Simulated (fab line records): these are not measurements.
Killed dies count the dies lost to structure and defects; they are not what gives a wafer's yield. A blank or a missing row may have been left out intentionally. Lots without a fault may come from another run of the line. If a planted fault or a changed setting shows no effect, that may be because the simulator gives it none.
Matching of chambers | flow gf180mcu | GF_M5_ETCH_09 on rie diel-04: 4 sister chambers
The step etches Si3N4 in CF4/O2, target depth 52 nm, time 11.6 s. 4 wafers are shown with their chamber, then 9 later ones without.

EACH WAFER AND ITS CHAMBER
wafer  | chamber | drypump motor current A (A)
L079.1 | 1       | 5.0
L085.3 | 3       | 6.3
L085.4 | 2       | 5.8
L085.5 | 0       | 6.1

WAFERS MISSING THEIR CHAMBER
wafer  | drypump motor current A (A)
L091.1 | 5.0
L091.2 | 6.3
L091.6 | 5.0
L094.3 | 6.2
L094.4 | 6.3
L094.6 | 6.3
L097.3 | 5.8
L097.4 | 6.1
L097.6 | 6.1

WHICH CHAMBER EACH WENT THROUGH
wafer  | from the rows above     | in truth
L091.1 | 1                       | 1
L091.2 | 3                       | 3
L091.6 | 1                       | 1
L094.3 | can't be placed: 3 or 0 | 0
L094.4 | 3                       | 3
L094.6 | 3                       | 3
L097.3 | 2                       | 2
L097.4 | 0                       | 0
L097.6 | 0                       | 0
Correct placement for 8 of the 9. Unplaceable from these rows: 1, with the true chamber sitting among the candidates in 1. Wrongly placed: 0.
How it was worked out, from the rows above alone: a wafer's distance from a chamber is the root of the sum, over the readings, of the square of ((its reading less the chamber's mean) divided by the reading's scatter). The wafer belongs to the nearest chamber; if the next one is less than 2 further off, it can't be placed. Each chamber's mean is taken over the wafers shown for it. The scatter (one wafer shown for each chamber): square how far every hidden wafer sits from the nearest shown wafer, average those squares and take the square root.
